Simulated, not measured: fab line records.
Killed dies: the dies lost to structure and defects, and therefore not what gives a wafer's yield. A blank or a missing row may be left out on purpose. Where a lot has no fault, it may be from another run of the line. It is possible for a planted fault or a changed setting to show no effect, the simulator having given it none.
The tool behind it: which one? :: flow sky130 :: at 1 step of a route of 708, 6 lots with 18 wafers sampled

== WHAT EACH GAUGE READ, for each wafer ==
SKY_PWDE_OVL_MEAS_07.
lot: L740
measured: day 4 04:06
on: overlay-02
PWDE_OVL (nm): -0.8 -1.0 -1.3

lot: L745
measured: day 5 09:41
on: overlay-01
PWDE_OVL (nm): -1.2 1.2 -0.8

lot: L753
measured: day 7 05:19
on: overlay-02
PWDE_OVL (nm): -3.2 -3.1 -2.7

lot: L756
measured: day 7 22:09
on: overlay-02
PWDE_OVL (nm): -0.9 0.4 -0.6

lot: L759
measured: day 8 10:52
on: overlay-02
PWDE_OVL (nm): -0.4 -0.1 -1.4

lot: L762
measured: day 9 04:35
on: overlay-01
PWDE_OVL (nm): -0.7 -0.9 -1.5

== WHICH TOOL RAN EACH LOT (tool, then ch and the chambers of the sampled wafers, then the start) ==
Record: no process step prior to these readings.

== THE ANSWER, worked out from the rows above alone ==
Rule: the usual values come from the lots themselves. Put in order of their means at a reading, lots are off if they are a third of the lots or fewer, leave a main group of 4 or more, and stand apart from it by a gap of 3 or more times the standard deviation of the main group's means; of several such gaps the widest counts. A main group is skipped when, at the precision printed for the reading in the tables above, its means are all equal. Also off: a lot with no number at a reading for which 4 or more lots have one. Where the step has rows for the other lots, those lots are counted as sound.
Off: at SKY_PWDE_OVL_MEAS_07 (PWDE_OVL), L753. The main group has a mean of -0.7 nm with a standard deviation of 0.32.
If a tool, at a process step before that reading, ran all the lots that are off and no sound lot after the first of them, it fits. The gauges at SKY_PWDE_OVL_MEAS_07 are tried like those tools. No candidate that was tried fits.

== WHAT HAD BEEN PUT IN BY THE SIMULATOR ==
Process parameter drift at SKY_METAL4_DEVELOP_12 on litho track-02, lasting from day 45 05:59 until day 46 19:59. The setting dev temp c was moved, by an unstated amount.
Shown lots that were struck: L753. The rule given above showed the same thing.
